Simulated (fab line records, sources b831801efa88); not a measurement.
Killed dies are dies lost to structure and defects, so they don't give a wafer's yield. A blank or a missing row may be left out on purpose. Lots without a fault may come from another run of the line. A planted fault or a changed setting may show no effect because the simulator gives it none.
Chamber matching | flow gf180mcu | GF_CONTACT_CMP_04 on cmp-02: 4 sister chambers
The step polishes SiO2. 14 wafers are shown with their chamber, then 7 later ones without.

WAFERS WITH THEIR CHAMBER
wafer  | chamber | motor_current_A (A) | time_to_endpoint_s (s)
L183.1 | 1       | 13.3                | 110
L183.3 | 3       | 11.2                | 107
L183.5 | 2       | 10.9                | 115
L184.2 | 1       | 13.6                | 109
L184.3 | 3       | 11.5                | 108
L184.6 | 0       | 10.0                | 115
L188.2 | 1       | 13.7                | 107
L188.5 | 2       | 11.9                | 117
L188.6 | 1       | 13.0                | 112
L192.1 | 1       | 13.2                | 109
L192.2 | 0       | 9.9                 | 99
L192.5 | 0       | 10.4                | 109
L193.1 | 2       | 11.4                | 109
L193.4 | 3       | 11.9                | 109

SIGNATURES (means of the wafers above)
reading            | chamber 0 | chamber 1 | chamber 2 | chamber 3 | scatter within a chamber
motor_current_A    | 10.100    | 13.360    | 11.400    | 11.533    | 0.349
time_to_endpoint_s | 107.67    | 109.40    | 113.67    | 108.00    | 4.25
Rule: a wafer's distance from a chamber is the root of the sum, over the readings, of the square of ((its reading less the chamber's mean) divided by the reading's scatter). The wafer belongs to the nearest chamber; if the next one is less than 2 further off, it can't be placed. The scatter: the root of (the sum of the squares of (reading less its chamber's mean) over the shown wafers, divided by (wafers less chambers)).

WAFERS WITHOUT THEIR CHAMBER
wafer  | motor_current_A (A) | time_to_endpoint_s (s)
L193.5 | 13.0                | 114
L201.2 | 10.1                | 111
L201.3 | 11.2                | 112
L201.4 | 12.7                | 111
L203.4 | 11.7                | 114
L203.5 | 10.6                | 111
L203.6 | 11.4                | 108

WHICH CHAMBER EACH WENT THROUGH
wafer  | from the rows above          | in truth
L193.5 | 1                            | 1
L201.2 | 0                            | 0
L201.3 | can't be placed: 2 or 3      | 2
L201.4 | can't be placed: 1 or 3 or 2 | 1
L203.4 | can't be placed: 2 or 3      | 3
L203.5 | can't be placed: 0 or 2 or 3 | 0
L203.6 | can't be placed: 3 or 2      | 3
Placed correctly: 2 of 7. Can't be placed from these rows: 5 (the true chamber is among the candidates in 5). Placed wrongly: 0.
